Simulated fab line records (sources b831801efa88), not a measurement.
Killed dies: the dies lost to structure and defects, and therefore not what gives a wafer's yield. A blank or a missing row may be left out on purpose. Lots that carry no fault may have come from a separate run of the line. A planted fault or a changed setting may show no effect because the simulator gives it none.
Which tool did it? || flow sky130 || 12 lots, 36 wafers sampled, at 3 steps of a route of 708

## WHAT THE GAUGES SHOWED, per wafer
SKY_SD_N_RS_MEAS_18: measurement is done with a four-point probe.
{"lot": "L560", "measured": "day 28 02:14", "on": "film-metro-02", "RES_XHIGH_RS (ohm/sq)": "333.8 333.5 333.7"}
{"lot": "L561", "measured": "day 28 14:23", "on": "film-metro-01", "RES_XHIGH_RS (ohm/sq)": "335.8 334.3 335.5"}
{"lot": "L562", "measured": "day 28 23:25", "on": "film-metro-02", "RES_XHIGH_RS (ohm/sq)": "333.1 334.0 333.9"}
{"lot": "L564", "measured": "day 30 00:49", "on": "film-metro-04", "RES_XHIGH_RS (ohm/sq)": "333.5 335.9 333.9"}
{"lot": "L567", "measured": "day 30 22:32", "on": "film-metro-02", "RES_XHIGH_RS (ohm/sq)": "332.8 333.0 332.0"}
{"lot": "L570", "measured": "day 31 22:10", "on": "film-metro-01", "RES_XHIGH_RS (ohm/sq)": "332.9 332.6 332.8"}
{"lot": "L571", "measured": "day 32 03:25", "on": "film-metro-04", "RES_XHIGH_RS (ohm/sq)": "333.8 332.9 331.8"}
{"lot": "L572", "measured": "day 32 12:10", "on": "film-metro-04", "RES_XHIGH_RS (ohm/sq)": "332.7 333.5 333.8"}
{"lot": "L576", "measured": "day 33 17:53", "on": "film-metro-02", "RES_XHIGH_RS (ohm/sq)": "334.9 334.9 333.4"}
{"lot": "L580", "measured": "day 35 00:31", "on": "film-metro-01", "RES_XHIGH_RS (ohm/sq)": "331.5 333.1 332.9"}
{"lot": "L581", "measured": "day 35 06:52", "on": "film-metro-04", "RES_XHIGH_RS (ohm/sq)": "335.1 335.3 335.3"}
{"lot": "L582", "measured": "day 35 13:51", "on": "film-metro-04", "RES_XHIGH_RS (ohm/sq)": "334.8 335.7 334.0"}

SKY_CONTACT_RS_MEAS_25: measurement is done with a four-point probe.
{"lot": "L560", "measured": "day 31 19:46", "on": "film-metro-03", "CONTACT_W_RS (ohm/sq)": "0.343 0.340 0.337"}
{"lot": "L561", "measured": "day 32 06:42", "on": "film-metro-02", "CONTACT_W_RS (ohm/sq)": "0.330 0.336 0.332"}
{"lot": "L562", "measured": "day 32 15:38", "on": "film-metro-03", "CONTACT_W_RS (ohm/sq)": "0.335 0.330 0.334"}
{"lot": "L564", "measured": "day 33 16:11", "on": "film-metro-04", "CONTACT_W_RS (ohm/sq)": "0.342 0.343 0.337"}
{"lot": "L567", "measured": "day 34 11:34", "on": "film-metro-03", "CONTACT_W_RS (ohm/sq)": "0.334 0.343 0.334"}
{"lot": "L570", "measured": "day 35 11:59", "on": "film-metro-03", "CONTACT_W_RS (ohm/sq)": "0.334 0.337 0.339"}
{"lot": "L571", "measured": "day 35 17:01", "on": "film-metro-04", "CONTACT_W_RS (ohm/sq)": "0.337 0.334 0.336"}
{"lot": "L572", "measured": "day 36 00:35", "on": "film-metro-02", "CONTACT_W_RS (ohm/sq)": "0.327 0.335 0.335"}
{"lot": "L576", "measured": "day 37 04:50", "on": "film-metro-04", "CONTACT_W_RS (ohm/sq)": "0.329 0.332 0.337"}
{"lot": "L580", "measured": "day 38 10:33", "on": "film-metro-04", "CONTACT_W_RS (ohm/sq)": "0.328 0.330 0.331"}
{"lot": "L581", "measured": "day 38 18:07", "on": "film-metro-03", "CONTACT_W_RS (ohm/sq)": "0.336 0.329 0.332"}
{"lot": "L582", "measured": "day 38 23:31", "on": "film-metro-02", "CONTACT_W_RS (ohm/sq)": "0.334 0.334 0.333"}

## WHAT TOOL EACH LOT RAN ON (gives the tool, then ch and the chambers of the sampled wafers, and finally the start)
{"lot": "L560", "SKY_CONTACT_CMP_04": "cmp-01 ch 1,2,3, day 30 14:13"}
{"lot": "L561", "SKY_CONTACT_CMP_04": "cmp-01 ch 0,2, day 31 01:58"}
{"lot": "L562", "SKY_CONTACT_CMP_04": "cmp-01 ch 1,3, day 31 10:45"}
{"lot": "L564", "SKY_CONTACT_CMP_04": "cmp-02 ch 1,2, day 32 11:55"}
{"lot": "L567", "SKY_CONTACT_CMP_04": "cmp-02 ch 1,3, day 33 08:11"}
{"lot": "L570", "SKY_CONTACT_CMP_04": "cmp-01 ch 0,2, day 34 07:58"}
{"lot": "L571", "SKY_CONTACT_CMP_04": "cmp-02 ch 0,2,3, day 34 12:21"}
{"lot": "L572", "SKY_CONTACT_CMP_04": "cmp-02 ch 1,2, day 34 20:37"}
{"lot": "L576", "SKY_CONTACT_CMP_04": "cmp-02 ch 1,2,3, day 36 01:32"}
{"lot": "L580", "SKY_CONTACT_CMP_04": "cmp-02 ch 1,2,3, day 37 07:32"}
{"lot": "L581", "SKY_CONTACT_CMP_04": "cmp-01 ch 1,2,3, day 37 14:53"}
{"lot": "L582", "SKY_CONTACT_CMP_04": "cmp-01 ch 1,2,3, day 37 20:43"}
- SKY_CONTACT_CMP_04: polishes SiO2.

## WHAT THE TOOLS THEMSELVES READ (means of the sampled wafers that have a number; where no wafer has one, the mark that the record gives instead)
SKY_CONTACT_CMP_04.
{"lot": "L560", "tool": "cmp-01", "edge-zone-pressure-frac": 0.999, "motor-current-A (A)": 13.0, "retaining-ring-pressure-frac": 1.005, "time-to-endpoint-s (s)": 80}
{"lot": "L561", "tool": "cmp-01", "edge-zone-pressure-frac": 0.998, "motor-current-A (A)": 13.0, "retaining-ring-pressure-frac": 1.002, "time-to-endpoint-s (s)": 82}
{"lot": "L562", "tool": "cmp-01", "edge-zone-pressure-frac": 0.998, "motor-current-A (A)": 13.3, "retaining-ring-pressure-frac": 1.000, "time-to-endpoint-s (s)": 79}
{"lot": "L564", "tool": "cmp-02", "edge-zone-pressure-frac": 1.001, "motor-current-A (A)": 11.3, "retaining-ring-pressure-frac": 0.999, "time-to-endpoint-s (s)": 82}
{"lot": "L567", "tool": "cmp-02", "edge-zone-pressure-frac": 0.998, "motor-current-A (A)": 11.6, "retaining-ring-pressure-frac": 1.000, "time-to-endpoint-s (s)": 86}
{"lot": "L570", "tool": "cmp-01", "edge-zone-pressure-frac": 1.000, "motor-current-A (A)": 13.0, "retaining-ring-pressure-frac": 0.996, "time-to-endpoint-s (s)": 77}
{"lot": "L571", "tool": "cmp-02", "edge-zone-pressure-frac": 1.003, "motor-current-A (A)": 11.4, "retaining-ring-pressure-frac": 0.999, "time-to-endpoint-s (s)": 85}
{"lot": "L572", "tool": "cmp-02", "edge-zone-pressure-frac": 1.000, "motor-current-A (A)": 11.2, "retaining-ring-pressure-frac": 1.000, "time-to-endpoint-s (s)": 80}
{"lot": "L576", "tool": "cmp-02", "edge-zone-pressure-frac": 1.000, "motor-current-A (A)": 11.5, "retaining-ring-pressure-frac": 1.003, "time-to-endpoint-s (s)": 83}
{"lot": "L580", "tool": "cmp-02", "edge-zone-pressure-frac": 1.002, "motor-current-A (A)": 11.5, "retaining-ring-pressure-frac": 1.002, "time-to-endpoint-s (s)": 79}
{"lot": "L581", "tool": "cmp-01", "edge-zone-pressure-frac": 1.000, "motor-current-A (A)": 13.5, "retaining-ring-pressure-frac": 0.997, "time-to-endpoint-s (s)": 76}
{"lot": "L582", "tool": "cmp-01", "edge-zone-pressure-frac": 1.003, "motor-current-A (A)": 13.5, "retaining-ring-pressure-frac": 0.999, "time-to-endpoint-s (s)": 77}

## THE ANSWER, worked out from the rows above alone
Rule: the lots themselves supply what counts as usual. Put in order of their means at a reading, lots are off if they are a third of the lots or fewer, leave a main group of 4 or more, and stand apart from it by a gap of 3 or more times the standard deviation of the main group's means; of several such gaps the widest counts. A main group is skipped when, at the precision printed for the reading in the tables above, its means are all equal. Also off: a lot with no number at a reading for which 4 or more lots have one. Where the step has rows for the other lots, those lots are counted as sound. Order of review: gauges by route order, followed by the tools' own readings, for which a lot's mean as printed above is used. The first step at which some lot is off is used, and at that step the reading that is off furthest; a lot without a number counts as furthest.
None of the lots is off at any reading shown; this tells nothing.

## WHAT HAD BEEN PUT IN BY THE SIMULATOR
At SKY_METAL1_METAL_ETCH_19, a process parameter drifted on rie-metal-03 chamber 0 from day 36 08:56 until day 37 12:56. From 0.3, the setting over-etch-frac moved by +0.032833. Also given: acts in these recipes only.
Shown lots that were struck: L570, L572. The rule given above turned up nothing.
